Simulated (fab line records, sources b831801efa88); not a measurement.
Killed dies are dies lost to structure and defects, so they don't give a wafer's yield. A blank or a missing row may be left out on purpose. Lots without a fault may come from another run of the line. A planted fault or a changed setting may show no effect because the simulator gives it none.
Split-lot experiment | flow sfq_line | 5 lots, 23 wafers read, on a route of 325 steps

THE SPLIT
At SFQ_TRILAYER_I0_VIA_LITHO_EXPOSE_032 (exposes mask I0, target cd 500 nm), the setting dose_mj was moved away from the recipe's 21.3 on 10 of the 23 wafers read, by +2.2% to +7.0%. The other wafers ran this setting at the recipe's value.

FROM THE SPLIT TO THE READING: what the file shows between them, 3 steps
- SFQ_TRILAYER_I0_VIA_LITHO_PEB_034: peb time 60 s
- SFQ_TRILAYER_I0_VIA_LITHO_DEVELOP_033: time 60 s
- SFQ_TRILAYER_I0_VIA_BARC_OPEN_VIA_ETCH_046: etches BARC in O2, target depth 125 nm, time 41.7 s

THE READING
I0.cd_nm (the simulator's own value, which no gauge read), in nm, at SFQ_TRILAYER_I0_VIA_ETCH_VIA_ETCH_034 (etches SiO2 in CHF3, stops on Nb, target depth 260 nm). The file gives no usual value for it. The 13 wafers here that ran the recipe average 499.6 nm, standard deviation 2.1 nm.

wafer  | tool, chamber at the split | dose_mj as run | against the recipe | I0.cd_nm, nm | against lot-mates on the recipe
L074.1 | krf_scanner-02, 0          | 21.77          | +2.2%              | 503.1        | +1.2
L074.2 | krf_scanner-02, 0          | 21.3           | recipe             | 502.2        | -
L074.3 | krf_scanner-02, 0          | 21.77          | +2.2%              | 503.9        | +2.0
L074.5 | krf_scanner-02, 0          | 21.3           | recipe             | 501          | -
L074.6 | krf_scanner-02, 0          | 21.3           | recipe             | 502.6        | -
L078.1 | krf_scanner-02, 0          | 21.3           | recipe             | 496.8        | -
L078.3 | krf_scanner-02, 0          | 21.3           | recipe             | 499.8        | -
L078.4 | krf_scanner-02, 0          | 22.79          | +7.0%              | 506.3        | +8.0
L078.5 | krf_scanner-02, 0          | 22.79          | +7.0%              | 511          | +12.7
L078.6 | krf_scanner-02, 0          | 22.79          | +7.0%              | 506.2        | +7.9
L079.1 | krf_scanner-02, 0          | 21.3           | recipe             | 501.3        | -
L079.2 | krf_scanner-02, 0          | 21.3           | recipe             | 500.9        | -
L079.4 | krf_scanner-02, 0          | 21.3           | recipe             | 497.9        | -
L082.1 | krf_scanner-02, 0          | 22.35          | +4.9%              | 506.7        | +9.3
L082.2 | krf_scanner-02, 0          | 21.3           | recipe             | 497.8        | -
L082.3 | krf_scanner-02, 0          | 22.35          | +4.9%              | 509.8        | +12.4
L082.5 | krf_scanner-02, 0          | 21.3           | recipe             | 497          | -
L082.6 | krf_scanner-02, 0          | 22.35          | +4.9%              | 507          | +9.6
L083.1 | krf_scanner-02, 0          | 21.3           | recipe             | 499.9        | -
L083.2 | krf_scanner-02, 0          | 22.36          | +5.0%              | 505.1        | +5.8
L083.4 | krf_scanner-02, 0          | 22.36          | +5.0%              | 510.2        | +10.9
L083.5 | krf_scanner-02, 0          | 21.3           | recipe             | 501.3        | -
L083.6 | krf_scanner-02, 0          | 21.3           | recipe             | 496.6        | -

THE FIT
A straight line over all 23 wafers: I0.cd_nm changes by +1.36 nm for each +1% of dose_mj; r = +0.87; the points scatter about the line by 2.2 nm.
The same after taking each lot's own level away (the mean of its wafers on the recipe; 23 wafers): +1.6 nm for each +1%; r = +0.91; scatter 2.1 nm.
On that fit, the largest move of dose_mj shifts the reading by 11 nm.
The lots' own levels span 497.40 to 501.93 nm, that is 2.2 times the standard deviation above.
So the lot-to-lot level changes the slope: the two fits differ.
Check: with one of the wafers moved furthest among these (+7.0%) left out of the fit, the line predicts +11.8 nm for it against its lot-mates. It came out at +8 nm against them.

OTHER SPLITS ON THESE WAFERS
These wafers also went through other splits before the reading. Each is held against what the fit with the lots' levels taken away leaves over:
other split on the same wafers                 | wafers away from the commonest value | r with I0.cd_nm (lot level and that fit taken away)
SFQ_TRILAYER_L0_LITHO_COAT_005 spin_rpm        | 8                                    | +0.22
SFQ_TRILAYER_L0_LITHO_EXPOSE_006 dose_mj       | 5                                    | -0.30
SFQ_TRILAYER_L0_CAP_PECVD_011 time_s           | 7                                    | -0.38
SFQ_TRILAYER_L0_VIA_ETCH_VIA_ETCH_016 bias_w   | 6                                    | +0.00
SFQ_TRILAYER_M0_LITHO_COAT_026 spin_rpm        | 5                                    | +0.13
SFQ_TRILAYER_I0_CMP_CMP_028 leave_above_ref_nm | 8                                    | +0.21

THE WHOLE CHAIN: every reading that the file lists as answering this split, in the file's order
step                                       | what it does                                          | reading                                                   | change (the file's fit)              | r (the file's)
SFQ_TRILAYER_I0_VIA_BARC_OPEN_VIA_ETCH_046 | etches BARC in O2, target depth 125 nm, time 41.7 s   | I0.cd_nm (the simulator's own value, which no gauge read) | +1.68 nm for each +1% of the setting | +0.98
SFQ_TRILAYER_I0_VIA_ETCH_VIA_ETCH_034      | etches SiO2 in CHF3, stops on Nb, target depth 260 nm | I0.cd_nm (the simulator's own value, which no gauge read) | +1.59 nm for each +1% of the setting | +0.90

THE FILE'S OWN FIT
I0.cd_nm changes by +1.59 nm for each +1% of dose_mj, r = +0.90.
